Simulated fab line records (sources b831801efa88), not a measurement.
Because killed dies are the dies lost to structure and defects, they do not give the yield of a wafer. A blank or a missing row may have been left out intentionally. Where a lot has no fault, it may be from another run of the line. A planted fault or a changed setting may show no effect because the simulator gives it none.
fab line records	flow sfqLine	part 1 of 2: steps 1 to 25 of 36
record: lots: 5	wafers: 15	lastDay: 91
route steps=325 shown M6@258 I6@266 M7@281
lots with no fault: from the same line, run without faults
startH: start of the lot's first displayed wafer, in hours after the record's first day	waitH: hours from the lot's prior step to this one	" unchanged from the row above	L1.1+2: several wafers, shown together as one row	- no value, or no start given	* or withheld: withheld	< > ~ a bound
route shown NAME@n: NAME is a module with steps in the file, n the number in the route of the first one	usual: average and standard deviation across the fault-free wafers	same: alike in all rows	chamber/n: place in a boat	sites: readings site by site	_std_site: standard deviation of those values	_edge_site: inner sites' mean taken away from outer sites' mean	radiusMm: how far each site lies from the wafer's centre	mask NAME#n: copy n	behind: the tool/chamber that last shaped the wafer	hold: why the lot was held/for how many hours/how that ended	device: names the non-switching transistor (n, p or np)	end of line: tests of these same wafers at the route's end	step lacking rows: just its recipe	killed: dies lost to structure and defects at the first sort, not the wafer's yield	map: per-die view of a wafer (x killed, . not killed, _ where there is no die)
set.NAME: the setting as run; set.NAME@STEP: as run at that earlier step	model.NAME: the simulator's own value behind a step, which no gauge read
lots at some steps of the route; a table a step, a row a wafer
services: the hour from which a tool's chamber was out of use, counted from the record's first day as startH (under 0 if before that day), plus the number of hours and why
== steps ==
step: SFQ_TRILAYER_M6_LITHO_EXPOSE_160
recipe: maskId: M6	na: 0.6	sourceShape: conventional	sigmaOuter: 0.65	targetCdNm: 500	doseMj: 14.4
lot.wafer	tool	chamber	startH	waitH	mask
L076.2+3+5	krfScanner-02	0	1713.06	-	M6#0
L081.1+2+5	krfScanner-02	0	1732.06	-	M6#0
L082.3+4+5	krfScanner-01	0	1742.19	-	M6#0
L087.2+5+6	krfScanner-02	0	1801.16	-	M6#0
L094.1+3+5	krfScanner-02	0	1842.96	-	M6#0
step: SFQ_TRILAYER_M6_LITHO_PEB_162
recipe: pebTempC: 115	pebTimeS: 60	resist: KrF
usual: heaterPowerTotalW: 79.15/0.068	plateTempC: 115.02/0.12
lot.wafer	tool	chamber	startH	waitH	heaterPowerTotalW	plateTempC
L076.2	lithoTrack-01	0	1714.16	0.9	79.01	114.97
L076.3	"	0	"	"	79.24	115.15
L076.5	"	0	"	"	79.07	115.05
L081.1	lithoTrack-01	0	1733.26	1.0	79.18	115.18
L081.2	"	0	"	"	79.21	115.07
L081.5	"	0	"	"	79.08	115.17
L082.3	lithoTrack-03	0	1743.04	0.7	79.22	114.90
L082.4	"	0	"	"	79.26	114.98
L082.5	"	0	"	"	79.08	114.81
L087.2	lithoTrack-02	0	1802.19	0.8	79.16	114.94
L087.5	"	0	"	"	79.14	114.96
L087.6	"	0	"	"	79.04	115.15
L094.1	lithoTrack-01	0	1844.16	1.0	79.23	115.00
L094.3	"	0	"	"	79.12	115.15
L094.5	"	0	"	"	79.05	115.08
step: SFQ_TRILAYER_M6_LITHO_DEVELOP_161
recipe: timeS: 60	resist: KrF
same: timeS: 60
lot.wafer	tool	chamber	startH	waitH
L076.2+3+5	lithoTrack-01	0	1714.31	0.1
L081.1+2+5	lithoTrack-01	0	1733.41	0.1
L082.3+4+5	lithoTrack-03	0	1743.19	0.1
L087.2+5+6	lithoTrack-02	0	1802.34	0.1
L094.1+3+5	lithoTrack-01	0	1844.31	0.1
step: SFQ_M6_OVL_MEAS_940
usual: M6_OVL: 1/5.6
lot.wafer	tool	chamber	startH	waitH	M6_OVL[nm]
L076.2	overlay-01	-	1714.44	0.1	-5
L076.3	"	-	"	"	1
L076.5	"	-	"	"	0
L081.1	overlay-01	-	1733.56	0.1	2
L081.2	"	-	"	"	3
L081.5	"	-	"	"	2
L082.3	overlay-01	-	1743.30	0.1	-2
L082.4	"	-	"	"	-8
L082.5	"	-	"	"	0
L087.2	overlay-01	-	1802.47	0.1	1
L087.5	"	-	"	"	5
L087.6	"	-	"	"	-1
L094.1	overlay-02	-	1844.46	0.1	7
L094.3	"	-	"	"	10
L094.5	"	-	"	"	9
step: SFQ_TRILAYER_M6_BARC_OPEN_METAL_ETCH_206
recipe: maskMaterial: PR	chemistry: O2	targetDepthNm: 125	target: BARC	icpW: 600	biasW: 80	pressureMtorr: 10	timeS: 41.7
usual: drypumpMotorCurrentA: 5.6/0.49	oesProductAu: 0.688/0.0045
same: timeS: 41.7
lot.wafer	tool	chamber	startH	waitH	drypumpMotorCurrentA	oesProductAu	rfHoursCounterH
L076.2	rieMetal-03	1	1714.47	0.0	5.2	0.687	44
L076.3	"	1	"	"	5.2	0.691	-
L076.5	"	1	"	"	5.2	0.685	-
L081.1	rieMetal-03	0	1733.60	0.0	5.5	0.686	74
L081.2	"	1	"	"	5.2	0.681	46
L081.5	"	1	"	"	5.2	0.688	-
L082.3	rieMetal-03	1	1743.34	0.0	5.2	0.690	-
L082.4	"	0	"	"	5.5	0.687	-
L082.5	"	1	"	"	5.2	0.686	-
L087.2	rieMetal-02	0	1802.50	0.0	6.3	0.690	3
L087.5	"	0	"	"	6.3	0.693	-
L087.6	"	1	"	"	5.1	0.685	-
L094.1	rieMetal-03	0	1844.50	0.0	5.5	0.687	91
L094.3	"	1	"	"	5.2	0.691	-
L094.5	"	0	"	"	5.5	0.690	-
step: SFQ_TRILAYER_M6_ETCH_METAL_ETCH_162
recipe: target: Nb	stopOn: SiO2	maskMaterial: PR	chemistry: Cl2/Ar	targetDepthNm: 240	icpW: 600	biasW: 80	pressureMtorr: 10	timeS: 120
usual: drypumpMotorCurrentA: 5.6/0.49	oesProductAu: 0.893/0.0062
same: timeS: 120
lot.wafer	tool	chamber	startH	waitH	drypumpMotorCurrentA	oesProductAu	rfHoursCounterH
L076.2	rieMetal-03	1	1714.53	0.0	5.3	0.886	44
L076.3	"	1	"	"	5.2	0.891	-
L076.5	"	1	"	"	5.2	0.900	-
L081.1	rieMetal-03	0	1733.66	0.0	5.5	0.897	74
L081.2	"	1	"	"	5.2	0.896	47
L081.5	"	1	"	"	5.2	0.885	-
L082.3	rieMetal-03	1	1743.43	0.1	5.2	0.909	-
L082.4	"	0	"	"	5.5	0.898	-
L082.5	"	1	"	"	5.2	0.883	-
L087.2	rieMetal-02	0	1802.56	0.0	6.3	0.890	3
L087.5	"	0	"	"	6.3	0.883	-
L087.6	"	1	"	"	5.1	0.879	-
L094.1	rieMetal-03	0	1844.56	0.0	5.5	0.892	91
L094.3	"	1	"	"	5.2	0.894	-
L094.5	"	0	"	"	5.5	0.896	-
step: SFQ_TRILAYER_M6_STRIP_STRIP_163
recipe: gas: O2	powerW: 200	platenTempC: 40	overashFraction: 0.65	chemistry: O2	pressureMtorr: 47.72
usual: drypumpMotorCurrentA: 5.6/0.49	oesProductAu: 0.999/0.01
lot.wafer	tool	chamber	startH	waitH	drypumpMotorCurrentA	oesProductAu	rfHoursCounterH
L076.2	rieMetal-03	1	1714.66	0.1	5.2	0.984	44
L076.3	"	1	"	"	5.2	0.990	-
L076.5	"	1	"	"	5.2	0.983	-
L081.1	rieMetal-03	0	1733.78	0.1	5.5	1.016	74
L081.2	"	1	"	"	5.2	0.991	47
L081.5	"	1	"	"	5.2	0.997	-
L082.3	rieMetal-03	1	1743.71	0.2	5.2	0.984	-
L082.4	"	0	"	"	5.5	0.992	-
L082.5	"	1	"	"	5.2	0.991	-
L087.2	rieMetal-02	0	1802.68	0.1	6.3	1.009	3
L087.5	"	0	"	"	6.3	1.014	-
L087.6	"	1	"	"	5.1	1.011	-
L094.1	rieMetal-03	0	1844.68	0.1	5.5	1.005	91
L094.3	"	1	"	"	5.2	0.982	-
L094.5	"	0	"	"	5.5	1.013	-
step: SFQ_TRILAYER_M6_STRIP_SOLV_CLEAN_164
recipe: chemistry: NMP	tempC: 70	timeS: 600
same: timeS: 600
lot.wafer	tool	chamber	startH	waitH
L076.2+3+5	wetBench-02	2,0,1	1715.26	0.4
L081.1+2+5	wetBench-02	0,6,3	1734.38	0.4
L082.3+4+5	wetBench-03	6,7,2	1744.11	0.2
L087.2+5+6	wetBench-02	7,6,0	1803.28	0.4
L094.1+3+5	wetBench-03	7,5,3	1845.28	0.4
step: SFQ_TRILAYER_I6_DEP_PECVD_165
recipe: material: SiO2	tempC: 150	timeS: 111.11	pressureTorr: 2.4	rfW: 183.3	precursor: SiH4/N2O	targetThkNm: 500
usual: heaterPowerW: 84/10	showerheadVppV: 837/31	throttleValvePct: 25.4/1.1
same: timeS: 111.11
lot.wafer	tool	chamber	startH	waitH	heaterPowerW	showerheadVppV	throttleValvePct
L076.2	pecvd-01	0	1715.45	0.0	100	819	24.8
L076.3	"	1	"	"	99	877	24.9
L076.5	"	1	"	"	102	872	24.8
L081.1	pecvd-04	0	1734.56	0.0	69	835	26.8
L081.2	"	2	"	"	88	882	24.9
L081.5	"	0	"	"	72	846	27.0
L082.3	pecvd-02	1	1744.28	0.0	88	872	25.9
L082.4	"	2	"	"	84	840	24.6
L082.5	"	0	"	"	70	780	24.1
L087.2	pecvd-02	1	1803.46	0.0	97	869	26.0
L087.5	"	0	"	"	85	787	24.3
L087.6	"	1	"	"	99	867	25.9
L094.1	pecvd-01	1	1845.46	0.0	90	869	25.2
L094.3	"	0	"	"	104	835	25.3
L094.5	"	0	"	"	85	818	25.3
step: SFQ_TRILAYER_I6_CMP_CMP_166
recipe: material: SiO2	downForcePsi: 3	platenRpm: 60	padVelocityMS: 0.94248
usual: edgeZonePressureFrac: 1.000/0.0045	headPressurePsi: 2.999/0.006	motorCurrentA: 10.7/1.1	timeToEndpointS: 217/7.9
lot.wafer	tool	chamber	startH	waitH	edgeZonePressureFrac	headPressurePsi	motorCurrentA	timeToEndpointS
L076.2	cmp-01	3	1715.53	0.0	0.999	2.999	11.9	208
L076.3	"	1	1716.53	1.0	1.001	3.002	9.0	220
L076.5	"	0	1718.03	2.5	1.001	2.994	11.7	233
L081.2	cmp-01	1	1734.64	0.0	1.003	3.004	9.5	212
L081.1	"	0	1736.14	1.5	1.004	2.993	11.9	207
L081.5	"	1	"	"	1.003	3.005	9.1	220
L082.4	cmp-01	0	1744.36	0.0	0.989	3.001	11.8	230
L082.3	"	1	"	"	1.004	3.011	10.0	218
L082.5	"	0	1746.36	2.0	0.993	3.004	11.7	229
L087.2	cmp-01	1	1808.77	5.3	0.997	2.997	9.6	220
L087.5	"	0	1810.27	6.7	0.992	2.988	11.3	231
L087.6	"	1	"	"	1.004	2.997	9.5	231
L094.3	cmp-01	1	1847.27	1.8	1.000	2.998	10.0	219
L094.1	"	2	"	"	1.003	2.996	8.6	210
L094.5	"	1	1849.27	3.7	0.995	3.003	9.8	225
step: SFQ_I6_BOW_MEAS_941
recipe: mode: bow
usual: I6_BOW: 4/10
lot.wafer	tool	chamber	startH	waitH	I6_BOW[um]
L076.2	filmMetro-02	-	1718.55	2.5	5
L076.3	"	-	"	"	-2
L076.5	"	-	"	"	5
L081.1	filmMetro-02	-	1737.64	1.0	5
L081.2	"	-	"	"	9
L081.5	"	-	"	"	15
L082.3	filmMetro-02	-	1747.40	2.0	0
L082.4	"	-	"	"	-3
L082.5	"	-	"	"	11
L087.2	filmMetro-03	-	1811.29	2.0	3
L087.5	"	-	"	"	-10
L087.6	"	-	"	"	-7
L094.1	filmMetro-02	-	1850.27	2.0	4
L094.3	"	-	"	"	11
L094.5	"	-	"	"	7
step: SFQ_TRILAYER_I6_METRO_MEASURE_167
usual: thkNm: 200.8/1.2
lot.wafer	tool	chamber	startH	waitH	thkNm
L076.2	filmMetro-02	-	1718.85	0.3	201.1
L076.3	"	-	"	"	203.5
L076.5	"	-	"	"	202.8
L081.1	filmMetro-02	-	1737.76	0.1	202.4
L081.2	"	-	"	"	201.4
L081.5	"	-	"	"	200.6
L082.3	filmMetro-02	-	1747.88	0.5	200.3
L082.4	"	-	"	"	201.6
L082.5	"	-	"	"	202.7
L087.2	filmMetro-03	-	1811.59	0.3	201.7
L087.5	"	-	"	"	201.8
L087.6	"	-	"	"	200.9
L094.1	filmMetro-02	-	1850.39	0.1	199.8
L094.3	"	-	"	"	200.0
L094.5	"	-	"	"	201.7
step: SFQ_TRILAYER_I6_VIA_LITHO_COAT_174
recipe: resist: BARC	spinRpm: 3000	resistThkNm: 62
usual: dispensePressureKPa: 49/4.4
lot.wafer	tool	chamber	startH	waitH	dispensePressureKPa
L076.2	lithoTrack-02	0	1719.90	0.8	50
L076.3	"	0	"	"	50
L076.5	"	0	"	"	50
L081.1	lithoTrack-02	0	1738.96	1.0	50
L081.2	"	0	"	"	50
L081.5	"	0	"	"	50
L082.3	lithoTrack-01	0	1748.78	0.7	55
L082.4	"	0	"	"	55
L082.5	"	0	"	"	55
L087.2	lithoTrack-04	0	1812.64	0.8	45
L087.5	"	0	"	"	44
L087.6	"	0	"	"	44
L094.1	lithoTrack-01	0	1851.59	1.0	55
L094.3	"	0	"	"	55
L094.5	"	0	"	"	55
step: SFQ_TRILAYER_I6_VIA_LITHO_COAT_169
recipe: resist: KrF	spinRpm: 3000	resistThkNm: 650
usual: dispensePressureKPa: 49/4.4
lot.wafer	tool	chamber	startH	waitH	dispensePressureKPa
L076.2	lithoTrack-02	0	1720.20	0.2	50
L076.3	"	0	"	"	50
L076.5	"	0	"	"	50
L081.1	lithoTrack-02	0	1739.26	0.2	50
L081.2	"	0	"	"	50
L081.5	"	0	"	"	50
L082.3	lithoTrack-01	0	1749.08	0.2	55
L082.4	"	0	"	"	55
L082.5	"	0	"	"	55
L087.2	lithoTrack-04	0	1812.94	0.2	45
L087.5	"	0	"	"	44
L087.6	"	0	"	"	44
L094.1	lithoTrack-01	0	1851.89	0.2	55
L094.3	"	0	"	"	55
L094.5	"	0	"	"	55
step: SFQ_TRILAYER_I6_VIA_LITHO_SOFTBAKE_173
recipe: tempC: withheld	timeS: withheld	resist: KrF
lot.wafer	tool	chamber	startH	waitH
L076.2+3+5	lithoTrack-02	0	1720.47	0.2
L081.1+2+5	lithoTrack-02	0	1739.56	0.2
L082.3+4+5	lithoTrack-01	0	1749.33	0.2
L087.2+5+6	lithoTrack-04	0	1813.22	0.2
L094.1+3+5	lithoTrack-01	0	1852.19	0.2
step: SFQ_TRILAYER_I6_VIA_LITHO_EXPOSE_170
recipe: maskId: I6	na: 0.6	sourceShape: conventional	sigmaOuter: 0.65	targetCdNm: 700	doseMj: 21.3
lot.wafer	tool	chamber	startH	waitH	mask
L076.2+3+5	krfScanner-02	0	1826.36	-	I6#0
L081.1+2+5	krfScanner-01	0	1845.89	-	I6#0
L082.3+4+5	krfScanner-01	0	1854.69	-	I6#0
L087.2+5+6	krfScanner-01	0	1901.63	-	I6#0
L094.1+3+5	krfScanner-02	0	1936.35	-	I6#0
step: SFQ_TRILAYER_I6_VIA_LITHO_PEB_172
recipe: pebTempC: 115	pebTimeS: 60	resist: KrF
usual: heaterPowerTotalW: 79.15/0.066	plateTempC: 115.03/0.15
lot.wafer	tool	chamber	startH	waitH	heaterPowerTotalW	plateTempC
L076.2	lithoTrack-01	0	1827.39	0.8	79.23	115.15
L076.3	"	0	"	"	79.25	115.00
L076.5	"	0	"	"	79.09	115.18
L081.1	lithoTrack-02	0	1847.09	1.0	79.19	115.01
L081.2	"	0	"	"	79.13	115.19
L081.5	"	0	"	"	79.20	115.03
L082.3	lithoTrack-01	0	1855.54	0.7	79.06	114.97
L082.4	"	0	"	"	79.22	115.02
L082.5	"	0	"	"	79.17	115.09
L087.2	lithoTrack-04	0	1902.65	0.8	79.22	115.17
L087.5	"	0	"	"	79.24	115.01
L087.6	"	0	"	"	79.15	115.56
L094.1	lithoTrack-02	0	1937.55	1.0	79.20	114.91
L094.3	"	0	"	"	79.15	114.87
L094.5	"	0	"	"	79.11	114.99
step: SFQ_TRILAYER_I6_VIA_LITHO_DEVELOP_171
recipe: timeS: 60	resist: KrF
same: timeS: 60
lot.wafer	tool	chamber	startH	waitH
L076.2+3+5	lithoTrack-01	0	1827.54	0.1
L081.1+2+5	lithoTrack-02	0	1847.24	0.1
L082.3+4+5	lithoTrack-01	0	1855.69	0.1
L087.2+5+6	lithoTrack-04	0	1902.80	0.1
L094.1+3+5	lithoTrack-02	0	1937.70	0.1
step: SFQ_I6_OVL_MEAS_942
usual: I6_OVL: 2/5.6
lot.wafer	tool	chamber	startH	waitH	I6_OVL[nm]
L076.2	overlay-02	-	1827.67	0.1	1
L076.3	"	-	"	"	-4
L076.5	"	-	"	"	-2
L081.1	overlay-02	-	1847.39	0.1	0
L081.2	"	-	"	"	-5
L081.5	"	-	"	"	-3
L082.3	overlay-02	-	1855.80	0.1	8
L082.4	"	-	"	"	6
L082.5	"	-	"	"	7
L087.2	overlay-02	-	1902.94	0.1	1
L087.5	"	-	"	"	-2
L087.6	"	-	"	"	4
L094.1	overlay-02	-	1937.85	0.1	3
L094.3	"	-	"	"	-1
L094.5	"	-	"	"	1
step: SFQ_TRILAYER_I6_VIA_BARC_OPEN_VIA_ETCH_235
recipe: maskMaterial: PR	chemistry: O2	targetDepthNm: 125	target: BARC	sourceW: 500	biasW: 80	pressureMtorr: 30	timeS: 41.7
usual: drypumpMotorCurrentA: 5.8/0.51	oesProductAu: 0.686/0.0052
same: timeS: 41.7
lot.wafer	tool	chamber	startH	waitH	drypumpMotorCurrentA	oesProductAu	rfHoursCounterH
L076.2	rieDiel-03	1	1827.70	0.0	4.9	0.685	4
L076.3	"	3	"	"	5.9	0.681	16
L076.5	"	1	"	"	4.9	0.681	-
L081.1	rieDiel-01	3	1847.43	0.0	6.2	0.692	2
L081.2	"	1	"	"	6.0	0.690	17
L081.5	"	2	"	"	6.4	0.690	-
L082.3	rieDiel-01	2	1855.83	0.0	6.4	0.688	3
L082.4	"	0	"	"	6.0	0.693	2
L082.5	"	0	"	"	6.0	0.686	-
L087.2	rieDiel-03	2	1902.97	0.0	5.7	0.681	18
L087.5	"	3	"	"	5.9	0.678	-
L087.6	"	0	"	"	5.8	0.690	-
L094.1	rieDiel-03	0	1937.89	0.0	5.8	0.685	14
L094.3	"	2	"	"	5.7	0.679	18
L094.5	"	0	"	"	5.8	0.694	-
step: SFQ_TRILAYER_I6_VIA_ETCH_VIA_ETCH_172
recipe: target: SiO2	stopOn: Nb	maskMaterial: PR	taperDeg: 20	chemistry: CHF3	targetDepthNm: 260	sourceW: 500	biasW: 80	pressureMtorr: 30	timeS: withheld
usual: drypumpMotorCurrentA: 5.8/0.51	oesProductAu: 0.856/0.0054
lot.wafer	tool	chamber	startH	waitH	drypumpMotorCurrentA	oesProductAu
L076.2	rieDiel-03	1	1827.74	0.0	4.9	0.863
L076.3	"	3	"	"	5.9	0.863
L076.5	"	1	"	"	4.9	0.860
L081.1	rieDiel-01	3	1847.47	0.0	6.2	0.859
L081.2	"	1	"	"	6.0	0.854
L081.5	"	2	"	"	6.5	0.851
L082.3	rieDiel-01	2	1855.87	0.0	6.5	0.858
L082.4	"	0	"	"	6.0	0.857
L082.5	"	0	"	"	6.0	0.857
L087.2	rieDiel-03	2	1903.01	0.0	5.6	0.854
L087.5	"	3	"	"	5.9	0.860
L087.6	"	0	"	"	5.8	0.854
L094.1	rieDiel-03	0	1937.93	0.0	5.7	0.853
L094.3	"	2	"	"	5.7	0.862
L094.5	"	0	"	"	5.8	0.860
step: SFQ_TRILAYER_I6_VIA_STRIP_STRIP_173
recipe: gas: O2	powerW: 200	platenTempC: 40	overashFraction: 0.65	chemistry: O2	pressureMtorr: 50
usual: drypumpMotorCurrentA: 5.7/0.5	oesProductAu: 1.003/0.012
lot.wafer	tool	chamber	startH	waitH	drypumpMotorCurrentA	oesProductAu	rfHoursCounterH
L076.2	rieMetal-03	1	1827.85	-	5.3	0.986	56
L076.3	"	1	"	"	5.2	0.990	-
L076.5	"	0	"	"	5.4	1.007	-
L081.1	rieMetal-03	0	1847.58	-	5.4	1.013	91
L081.2	"	1	"	"	5.2	0.982	61
L081.5	"	1	"	"	5.3	0.980	-
L082.3	rieMetal-04	0	1856.18	-	6.1	0.993	-
L082.4	"	1	"	"	6.2	1.002	-
L082.5	"	0	"	"	6.2	0.991	-
L087.2	rieMetal-03	1	1903.12	-	5.3	0.979	69
L087.5	"	1	"	"	5.3	0.990	-
L087.6	"	0	"	"	5.4	1.007	-
L094.1	rieMetal-04	1	1938.04	-	6.2	1.014	69
L094.3	"	1	"	"	6.2	1.011	-
L094.5	"	1	"	"	6.2	1.012	-
step: SFQ_TRILAYER_I6_VIA_STRIP_SOLV_CLEAN_174
recipe: chemistry: NMP	tempC: 70	timeS: 600
same: timeS: 600
lot.wafer	tool	chamber	startH	waitH
L076.2+3+5	wetBench-03	7,1,2	1828.45	0.4
L081.1+2+5	wetBench-04	4,2,7	1848.18	0.4
L082.3+4+5	wetBench-04	4,0,1	1856.58	0.2
L087.2+5+6	wetBench-03	3,2,1	1903.72	0.4
L094.1+3+5	wetBench-04	7,2,6	1939.24	1.0
step: SFQ_TRILAYER_M7_DEP_PRE_CLEAN_176
recipe: gas: Ar	timeS: 22.5	biasV: 250
same: timeS: 22.5
lot.wafer	tool	chamber	startH	waitH
L076.2+3+5	pvdSputter-05	-	1828.63	0.0
L081.1+2+5	pvdSputter-05	-	1848.36	0.0
L082.3+4+5	pvdSputter-03	-	1856.77	0.0
L087.2+5+6	pvdSputter-04	-	1903.89	0.0
L094.1+3+5	pvdSputter-03	-	1939.42	0.0
step: SFQ_TRILAYER_M7_DEP_SPUTTER_175
recipe: material: Nb	basePressurePa: 1.33e-06	chamberPressurePa: 0.1333	substrateTempC: 20	targetThkNm: 200	powerW: 2000	timeS: 133.3
usual: throttleValvePct: 30.7/0.97
same: timeS: 133.3
lot.wafer	tool	chamber	startH	waitH	throttleValvePct
L076.2	pvdSputter-05	-	1828.66	0.0	29.6
L076.3	"	-	"	"	31.5
L076.5	"	-	"	"	31.1
L081.1	pvdSputter-05	-	1848.38	0.0	31.8
L081.2	"	-	"	"	29.7
L081.5	"	-	"	"	29.4
L082.3	pvdSputter-03	-	1856.80	0.0	30.9
L082.4	"	-	"	"	31.2
L082.5	"	-	"	"	30.2
L087.2	pvdSputter-04	-	1903.92	0.0	30.8
L087.5	"	-	"	"	29.5
L087.6	"	-	"	"	30.6
L094.1	pvdSputter-03	-	1939.45	0.0	31.4
L094.3	"	-	"	"	30.9
L094.5	"	-	"	"	31.0
